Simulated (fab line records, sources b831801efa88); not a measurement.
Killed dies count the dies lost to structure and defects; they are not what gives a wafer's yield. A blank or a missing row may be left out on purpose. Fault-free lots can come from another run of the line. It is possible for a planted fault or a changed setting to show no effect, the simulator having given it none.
fab line records | flow sky130
record lots=5 | wafers=15 | last_day=50
route steps=708 shown POLY_CUT@317 SD_P@320
lots that met no fault: taken from a fault-free run of the same line
start_h: start of the lot's first displayed wafer, in hours after the record's first day | wait_h: hours from the lot's prior step to this one | " same as the row above | L1.1+2: a single row standing in for several wafers | - no value, or no start given | * or withheld: withheld | < > ~ a bound
route shown NAME@n: names a module that has steps shown in the file, with the first one's number in the route | usual: average and standard deviation across the fault-free wafers | same: alike in all rows | chamber/n: place in a boat | sites: per-site readings | _std_site: the values' standard deviation | _edge_site: outer sites' mean less inner sites' | radius_mm: how far each site lies from the wafer's centre | mask NAME#n: copy n | behind: the tool/chamber that last shaped the wafer | hold: cause of the lot's hold/its duration in hours/its outcome | device: transistor that didn't switch, given as n, p or np | end of line: the same wafers' tests at the end of the route | where a step has no rows: the recipe by itself | killed: at the first sort, the dies lost to defects and structure; wafer yield is something else | map: dies across one wafer; x = killed, . = not, _ = none there
set.NAME: the setting that was run; set.NAME@STEP: the one run at that earlier step | model.NAME: the simulator's own value behind a step, which no gauge read
lots seen at some steps along the route; tables by step, rows by wafer
services: the hour from which a tool's chamber was out of use, counted from the record's first day as start_h (under 0 if before that day), plus the number of hours and why
## steps
# step SKY_POLY_CUT_ETCH_10
# recipe chemistry=N2/H2 | target=BARC | ion_energy_ev=200 | source_w=500 | bias_w=100 | pressure_mtorr=30 | n2_flow_sccm=100 | h2_flow_sccm=200 | stop_on=SiO2 | time_s=45.9 | target_depth_a=600
# usual drypump_motor_current_A=5.4/0.41 | n2_flow_sccm=100.0/0.32 | oes_product_au=0.855/0.0053 | throttle_valve_pct=13.226/0.0092
lot.wafer | tool        | chamber | start_h | wait_h | drypump_motor_current_A | n2_flow_sccm | oes_product_au | rf_hours_counter_h | throttle_valve_pct
L074.1    | rie_diel-03 | 2       | 557.19  | 0.0    | 5.1                     | 99.9         | 0.857          | 18                 | 13.229
L074.2    | "           | 1       | "       | "      | 5.9                     | 100.1        | 0.851          | 27                 | 13.237
L074.3    | "           | 3       | "       | "      | 5.3                     | 99.9         | 0.855          | 8                  | 13.220
L084.1    | rie_diel-02 | 2       | 641.99  | 0.0    | 5.3                     | 100.7        | 0.857          | 15                 | 13.233
L084.3    | "           | 1       | "       | "      | 6.0                     | 100.3        | 0.864          | 61                 | 13.228
L084.6    | "           | 1       | "       | "      | 6.0                     | 100.3        | 0.850          | -                  | 13.238
L087.1    | rie_diel-03 | 0       | 670.05  | 0.0    | 4.8                     | 100.3        | 0.852          | 1                  | 13.220
L087.2    | "           | 2       | "       | "      | 5.1                     | 100.6        | 0.851          | 20                 | 13.226
L087.4    | "           | 2       | "       | "      | 5.1                     | 100.4        | 0.851          | -                  | 13.224
L091.3    | rie_diel-03 | 1       | 700.35  | 0.0    | 5.9                     | 99.5         | 0.856          | 30                 | 13.215
L091.5    | "           | 3       | "       | "      | 5.3                     | 99.8         | 0.853          | -                  | 13.218
L091.6    | "           | 0       | "       | "      | 4.8                     | 100.0        | 0.858          | -                  | 13.220
L096.1    | rie_diel-03 | 1       | 752.19  | 0.0    | 6.0                     | 100.5        | 0.857          | 31                 | 13.218
L096.4    | "           | 3       | "       | "      | 5.3                     | 99.9         | 0.849          | 12                 | 13.220
L096.5    | "           | 2       | "       | "      | 5.1                     | 99.9         | 0.850          | -                  | 13.225
# step SKY_POLY_CUT_ETCH_11
# recipe target=Si3N4 | chemistry=CF4/CH2F2/Ar | stop_on=poly-Si | source_w=600 | bias_w=150 | pressure_mtorr=40 | cf4_flow_sccm=40 | ch2f2_flow_sccm=20 | Ar_flow_sccm=150 | time_s=42.5 | target_depth_a=600
# usual drypump_motor_current_A=5.4/0.41 | oes_product_au=0.826/0.0063 | throttle_valve_pct=14.994/0.0093
lot.wafer | tool        | chamber | start_h | wait_h | drypump_motor_current_A | oes_product_au | rf_hours_counter_h | throttle_valve_pct
L074.1    | rie_diel-03 | 2       | 557.23  | 0.0    | 5.1                     | 0.835          | 18                 | 14.998
L074.2    | "           | 1       | "       | "      | 5.9                     | 0.833          | 27                 | 14.987
L074.3    | "           | 3       | "       | "      | 5.3                     | 0.825          | 8                  | 15.001
L084.1    | rie_diel-02 | 2       | 642.03  | 0.0    | 5.3                     | 0.820          | 15                 | 14.982
L084.3    | "           | 1       | "       | "      | 6.0                     | 0.826          | 61                 | 14.991
L084.6    | "           | 1       | "       | "      | 6.0                     | 0.818          | -                  | 14.991
L087.1    | rie_diel-03 | 0       | 670.09  | 0.0    | 4.8                     | 0.822          | 1                  | 14.988
L087.2    | "           | 2       | "       | "      | 5.1                     | 0.824          | 20                 | 14.971
L087.4    | "           | 2       | "       | "      | 5.1                     | 0.824          | -                  | 14.984
L091.3    | rie_diel-03 | 1       | 700.39  | 0.0    | 5.9                     | 0.832          | 30                 | 14.995
L091.5    | "           | 3       | "       | "      | 5.3                     | 0.826          | -                  | 14.995
L091.6    | "           | 0       | "       | "      | 4.8                     | 0.825          | -                  | 14.988
L096.1    | rie_diel-03 | 1       | 752.23  | 0.0    | 5.9                     | 0.821          | 31                 | 14.985
L096.4    | "           | 3       | "       | "      | 5.3                     | 0.819          | 12                 | 14.988
L096.5    | "           | 2       | "       | "      | 5.1                     | 0.828          | -                  | 14.992
# step SKY_POLY_CUT_STRIP_12
# recipe chemistry=O2/N2 | power_w=1400 | pressure_mtorr=1500 | platen_temp_c=withheld | o2_flow_sccm=3000 | n2_flow_sccm=300 | overash_fraction=0.5
# usual drypump_motor_current_A=5.88/0.25 | n2_flow_sccm=300.2/0.88 | oes_product_au=0.452/0.0043 | strip_time_to_endpoint_s=5.358/0.017
lot.wafer | tool            | chamber | start_h | wait_h | drypump_motor_current_A | n2_flow_sccm | oes_product_au | rf_hours_counter_h | strip_time_to_endpoint_s
L074.1    | plasma_asher-01 | 1       | 557.27  | 0.0    | 5.85                    | 300.8        | 0.458          | 72                 | 5.346
L074.2    | "               | 0       | "       | "      | 5.60                    | 299.6        | 0.455          | 72                 | 5.343
L074.3    | "               | 0       | "       | "      | 5.61                    | 299.4        | 0.452          | -                  | 5.364
L084.1    | plasma_asher-04 | 0       | 642.07  | 0.0    | 5.55                    | 300.2        | 0.443          | 52                 | 5.379
L084.3    | "               | 1       | "       | "      | 6.10                    | 300.7        | 0.453          | -                  | 5.363
L084.6    | "               | 0       | "       | "      | 5.56                    | 301.8        | 0.454          | -                  | 5.344
L087.1    | plasma_asher-02 | 1       | 670.13  | 0.0    | 6.22                    | 299.5        | 0.457          | 100                | 5.374
L087.2    | "               | 0       | "       | "      | 5.83                    | 301.8        | 0.452          | 100                | 5.356
L087.4    | "               | 0       | "       | "      | 5.88                    | 299.4        | 0.459          | -                  | 5.361
L091.3    | plasma_asher-02 | 1       | 700.46  | 0.1    | 6.22                    | 299.4        | 0.460          | -                  | 5.382
L091.5    | "               | 1       | "       | "      | 6.27                    | 299.5        | 0.456          | -                  | 5.390
L091.6    | "               | 0       | "       | "      | 5.91                    | 299.6        | 0.453          | -                  | 5.397
L096.1    | plasma_asher-04 | 1       | 752.27  | 0.0    | 6.12                    | 299.6        | 0.451          | 62                 | 5.379
L096.4    | "               | 0       | "       | "      | 5.57                    | 299.2        | 0.452          | -                  | 5.402
L096.5    | "               | 1       | "       | "      | 6.13                    | 299.3        | 0.450          | -                  | 5.372
# step SKY_SD_P_DEHYDRATE_00
# recipe temp_c=200 | time_s=60
# usual chill_plate_temp_C=23.03/0.097
lot.wafer | tool           | chamber | start_h | wait_h | chill_plate_temp_C
L074.1    | litho_track-01 | 0       | 572.28  | 15.0   | 23.12
L074.2    | "              | 0       | "       | "      | 23.02
L074.3    | "              | 0       | "       | "      | 23.04
L084.1    | litho_track-02 | 0       | 655.50  | 13.4   | 22.98
L084.3    | "              | 0       | "       | "      | 22.99
L084.6    | "              | 0       | "       | "      | 22.93
L087.1    | litho_track-02 | 0       | 683.10  | 12.9   | 23.10
L087.2    | "              | 0       | "       | "      | 22.92
L087.4    | "              | 0       | "       | "      | 23.00
L091.3    | litho_track-02 | 0       | 713.20  | 12.7   | 22.88
L091.5    | "              | 0       | "       | "      | 23.11
L091.6    | "              | 0       | "       | "      | 23.12
L096.1    | litho_track-01 | 0       | 764.63  | 12.3   | 23.07
L096.4    | "              | 0       | "       | "      | 22.96
L096.5    | "              | 0       | "       | "      | 23.04
# step SKY_SD_P_HMDS_01
# recipe prime_time_s=60 | prime_temp_c=120
# usual chill_plate_temp_C=23.01/0.12
lot.wafer | tool           | chamber | start_h | wait_h | chill_plate_temp_C
L074.1    | litho_track-01 | 0       | 572.43  | 0.1    | 23.14
L074.2    | "              | 0       | "       | "      | 22.85
L074.3    | "              | 0       | "       | "      | 22.88
L084.1    | litho_track-02 | 0       | 655.65  | 0.1    | 23.05
L084.3    | "              | 0       | "       | "      | 23.07
L084.6    | "              | 0       | "       | "      | 23.04
L087.1    | litho_track-02 | 0       | 683.25  | 0.1    | 22.92
L087.2    | "              | 0       | "       | "      | 22.83
L087.4    | "              | 0       | "       | "      | 22.85
L091.3    | litho_track-02 | 0       | 713.35  | 0.1    | 23.10
L091.5    | "              | 0       | "       | "      | 23.03
L091.6    | "              | 0       | "       | "      | 22.83
L096.1    | litho_track-01 | 0       | 764.78  | 0.1    | 22.83
L096.4    | "              | 0       | "       | "      | 23.03
L096.5    | "              | 0       | "       | "      | 22.87
# step SKY_SD_P_COAT_02
# recipe resist=NOVOLAK | spin_rpm=3000 | resist_thk_nm=1140
# usual chill_plate_temp_C=22.99/0.12
lot.wafer | tool           | chamber | start_h | wait_h | chill_plate_temp_C
L074.1    | litho_track-01 | 0       | 572.58  | 0.1    | 22.81
L074.2    | "              | 0       | "       | "      | 22.94
L074.3    | "              | 0       | "       | "      | 22.88
L084.1    | litho_track-02 | 0       | 655.80  | 0.1    | 23.00
L084.3    | "              | 0       | "       | "      | 22.89
L084.6    | "              | 0       | "       | "      | 22.92
L087.1    | litho_track-02 | 0       | 683.40  | 0.1    | 23.03
L087.2    | "              | 0       | "       | "      | 23.21
L087.4    | "              | 0       | "       | "      | 22.99
L091.3    | litho_track-02 | 0       | 713.50  | 0.1    | 23.01
L091.5    | "              | 0       | "       | "      | 22.99
L091.6    | "              | 0       | "       | "      | 23.00
L096.1    | litho_track-01 | 0       | 764.93  | 0.1    | 23.05
L096.4    | "              | 0       | "       | "      | 23.09
L096.5    | "              | 0       | "       | "      | 23.16
# step SKY_SD_P_SOFTBAKE_03
# recipe temp_c=90 | time_s=60 | resist=NOVOLAK
# usual chill_plate_temp_C=22.98/0.11
lot.wafer | tool           | chamber | start_h | wait_h | chill_plate_temp_C
L074.1    | litho_track-01 | 0       | 572.73  | 0.1    | 22.77
L074.2    | "              | 0       | "       | "      | 22.96
L074.3    | "              | 0       | "       | "      | 22.74
L084.1    | litho_track-02 | 0       | 655.95  | 0.1    | 22.98
L084.3    | "              | 0       | "       | "      | 23.11
L084.6    | "              | 0       | "       | "      | 23.03
L087.1    | litho_track-02 | 0       | 683.55  | 0.1    | 23.09
L087.2    | "              | 0       | "       | "      | 22.85
L087.4    | "              | 0       | "       | "      | 23.03
L091.3    | litho_track-02 | 0       | 713.65  | 0.1    | 23.00
L091.5    | "              | 0       | "       | "      | 22.99
L091.6    | "              | 0       | "       | "      | 23.17
L096.1    | litho_track-01 | 0       | 765.08  | 0.1    | 22.76
L096.4    | "              | 0       | "       | "      | 22.72
L096.5    | "              | 0       | "       | "      | 22.77
# step SKY_SD_P_EXPOSE_04
# recipe mask_id=PSDM | na=0.6 | source_shape=conventional | sigma_outer=0.6 | polarization=unpolarized | target_cd_nm=380 | dose_mj=138
lot.wafer  | tool             | chamber | start_h | wait_h | mask
L074.1+2+3 | iline_stepper-01 | 0       | -       | -      | PSDM#0
L084.1+3+6 | iline_stepper-01 | 0       | -       | -      | PSDM#0
L087.1+2+4 | iline_stepper-02 | 0       | -       | -      | PSDM#0
L091.3+5+6 | iline_stepper-02 | 0       | -       | -      | PSDM#0
L096.1+4+5 | iline_stepper-01 | 0       | -       | -      | PSDM#0
# step SKY_SD_P_PEB_05
# recipe temp_c=withheld | time_s=* | resist=NOVOLAK
# usual chill_plate_temp_C=*
lot.wafer | tool           | chamber | start_h | wait_h | chill_plate_temp_C
L074.1    | litho_track-04 | 0       | -       | -      | *
L074.2    | "              | 0       | "       | "      | *
L074.3    | "              | 0       | "       | "      | *
L084.1    | litho_track-04 | 0       | -       | -      | *
L084.3    | "              | 0       | "       | "      | *
L084.6    | "              | 0       | "       | "      | *
L087.1    | litho_track-04 | 0       | -       | -      | *
L087.2    | "              | 0       | "       | "      | *
L087.4    | "              | 0       | "       | "      | *
L091.3    | litho_track-01 | 0       | -       | -      | *
L091.5    | "              | 0       | "       | "      | *
L091.6    | "              | 0       | "       | "      | *
L096.1    | litho_track-01 | 0       | -       | -      | *
L096.4    | "              | 0       | "       | "      | *
L096.5    | "              | 0       | "       | "      | *
# step SKY_SD_P_DEVELOP_06
# recipe resist=NOVOLAK | developer=TMAH | develop_time_s=60 | dev_temp_c=23
# usual chill_plate_temp_C=22.99/0.12
lot.wafer | tool           | chamber | start_h | wait_h | chill_plate_temp_C
L074.1    | litho_track-04 | 0       | 587.09  | 0.1    | 22.99
L074.2    | "              | 0       | "       | "      | 23.10
L074.3    | "              | 0       | "       | "      | 23.07
L084.1    | litho_track-04 | 0       | 670.39  | 0.1    | 22.97
L084.3    | "              | 0       | "       | "      | 23.08
L084.6    | "              | 0       | "       | "      | 23.08
L087.1    | litho_track-04 | 0       | 698.19  | 0.1    | 22.95
L087.2    | "              | 0       | "       | "      | 23.02
L087.4    | "              | 0       | "       | "      | 23.15
L091.3    | litho_track-01 | 0       | 727.38  | 0.1    | 23.00
L091.5    | "              | 0       | "       | "      | 22.97
L091.6    | "              | 0       | "       | "      | 22.83
L096.1    | litho_track-01 | 0       | 778.78  | 0.1    | 23.27
L096.4    | "              | 0       | "       | "      | 23.26
L096.5    | "              | 0       | "       | "      | 23.19
# step SKY_SD_P_CD_MEAS_07
# recipe target_cd_nm=380
# usual cd_nm=380.5/2.5
lot.wafer | tool      | chamber | start_h | wait_h | cd_nm
L074.1    | cd_sem-02 | -       | 587.24  | 0.1    | 382.5
L074.2    | "         | -       | "       | "      | 383.1
L074.3    | "         | -       | "       | "      | 379.8
L084.1    | cd_sem-02 | -       | 670.54  | 0.1    | 383.2
L084.3    | "         | -       | "       | "      | 382.6
L084.6    | "         | -       | "       | "      | 383.5
L087.1    | cd_sem-01 | -       | 698.34  | 0.1    | 380.9
L087.2    | "         | -       | "       | "      | 381.5
L087.4    | "         | -       | "       | "      | 381.5
L091.3    | cd_sem-02 | -       | 727.52  | 0.1    | 376.9
L091.5    | "         | -       | "       | "      | 377.9
L091.6    | "         | -       | "       | "      | 377.5
L096.1    | cd_sem-01 | -       | 778.93  | 0.1    | 381.2
L096.4    | "         | -       | "       | "      | 382.9
L096.5    | "         | -       | "       | "      | 383.3
# step SKY_SD_P_OVL_MEAS_08
# usual SD_P_OVL=0.1/1.3
lot.wafer | tool       | chamber | start_h | wait_h | SD_P_OVL[nm]
L074.1    | overlay-01 | -       | 587.36  | 0.1    | -1.5
L074.2    | "          | -       | "       | "      | -2.7
L074.3    | "          | -       | "       | "      | -1.5
L084.1    | overlay-01 | -       | 670.66  | 0.1    | -0.9
L084.3    | "          | -       | "       | "      | 0.8
L084.6    | "          | -       | "       | "      | -0.5
L087.1    | overlay-02 | -       | 698.46  | 0.1    | -0.7
L087.2    | "          | -       | "       | "      | -1.1
L087.4    | "          | -       | "       | "      | -0.9
L091.3    | overlay-01 | -       | 727.61  | 0.1    | -3.3
L091.5    | "          | -       | "       | "      | -3.1
L091.6    | "          | -       | "       | "      | -3.5
L096.1    | overlay-01 | -       | 779.05  | 0.1    | -0.7
L096.4    | "          | -       | "       | "      | 0.7
L096.5    | "          | -       | "       | "      | -0.2
# step SKY_SD_P_IMPLANT_09
# recipe species=BF2 | energy_kev=20 | dose_cm2=3e+15 | tilt_deg=0
lot.wafer  | tool         | chamber | start_h | wait_h
L074.1+2+3 | implanter-04 | 0       | 587.40  | 0.0
L084.1+3+6 | implanter-02 | 0       | 670.70  | 0.0
L087.1+2+4 | implanter-03 | 0       | 698.50  | 0.0
L091.3+5+6 | implanter-02 | 0       | 727.69  | 0.1
L096.1+4+5 | implanter-04 | 0       | 779.09  | 0.0
# step SKY_SD_P_STRIP_10
# recipe chemistry=O2/N2 | power_w=1400 | pressure_mtorr=1500 | platen_temp_c=withheld | o2_flow_sccm=3000 | n2_flow_sccm=300 | overash_fraction=0.5
# usual drypump_motor_current_A=5.87/0.29 | n2_flow_sccm=300.0/0.92 | oes_product_au=0.617/0.0041 | strip_time_to_endpoint_s=17.48/0.042
lot.wafer | tool            | chamber | start_h | wait_h | drypump_motor_current_A | n2_flow_sccm | oes_product_au | rf_hours_counter_h | strip_time_to_endpoint_s
L074.1    | plasma_asher-03 | 0       | 587.55  | 0.1    | 6.13                    | 299.1        | 0.614          | 15                 | 17.55
L074.2    | "               | 1       | "       | "      | 5.44                    | 299.7        | 0.622          | 15                 | 17.52
L074.3    | "               | 1       | "       | "      | 5.44                    | 300.6        | 0.619          | -                  | 17.53
L084.1    | plasma_asher-02 | 0       | 670.85  | 0.1    | 5.91                    | 299.6        | 0.618          | 100                | 17.53
L084.3    | "               | 0       | "       | "      | 5.87                    | 298.9        | 0.620          | -                  | 17.52
L084.6    | "               | 0       | "       | "      | 5.93                    | 299.5        | 0.624          | -                  | 17.51
L087.1    | plasma_asher-03 | 0       | 698.65  | 0.1    | 6.13                    | 301.3        | 0.614          | 26                 | 17.46
L087.2    | "               | 1       | "       | "      | 5.42                    | 299.8        | 0.608          | 26                 | 17.47
L087.4    | "               | 1       | "       | "      | 5.42                    | 298.8        | 0.626          | -                  | 17.46
L091.3    | plasma_asher-01 | 1       | 727.82  | 0.1    | 5.87                    | 301.9        | 0.616          | -                  | 17.51
L091.5    | "               | 1       | "       | "      | 5.85                    | 301.5        | 0.621          | -                  | 17.53
L091.6    | "               | 0       | "       | "      | 5.61                    | 299.6        | 0.620          | -                  | 17.55
L096.1    | plasma_asher-02 | 1       | 779.24  | 0.1    | 6.28                    | 300.3        | 0.617          | 3                  | 17.57
L096.4    | "               | 1       | "       | "      | 6.23                    | 300.2        | 0.620          | -                  | 17.58
L096.5    | "               | 1       | "       | "      | 6.27                    | 299.5        | 0.615          | -                  | 17.57
## services
tool             | chamber | start_h | hours | kind
iline_stepper-01 | -       | 560.13  | 1.7   | pm
plasma_asher-01  | -       | 562.90  | 8.4   | repair
iline_stepper-02 | -       | 574.62  | 1.7   | pm
iline_stepper-01 | -       | 576.82  | 2.4   | repair
plasma_asher-04  | -       | 585.32  | 3.2   | repair
implanter-02     | -       | 588.89  | 1.6   | repair
rie_diel-02      | -       | 598.98  | 2.8   | pm
iline_stepper-02 | -       | 612.54  | 3.0   | repair
plasma_asher-01  | -       | 614.51  | 1.1   | repair
rie_diel-02      | -       | 618.63  | 2.6   | repair
iline_stepper-02 | -       | 623.18  | 13.3  | repair
iline_stepper-02 | -       | 649.31  | 4.3   | repair
plasma_asher-04  | -       | 651.72  | 14.6  | pm
rie_diel-02      | 2       | 657.27  | 16.4  | repair
rie_diel-03      | 3       | 664.73  | 7.0   | repair
plasma_asher-01  | -       | 679.84  | 7.2   | repair
implanter-02     | -       | 692.66  | 0.6   | repair
rie_diel-03      | -       | 696.78  | 0.4   | repair
iline_stepper-01 | -       | 720.20  | 0.7   | repair
plasma_asher-02  | -       | 730.24  | 5.4   | repair
rie_diel-03      | 3       | 731.95  | 4.3   | repair
iline_stepper-01 | -       | 733.87  | 1.8   | repair
plasma_asher-02  | -       | 735.64  | 9.0   | pm
iline_stepper-01 | -       | 778.31  | 1.7   | pm
## key
fault none
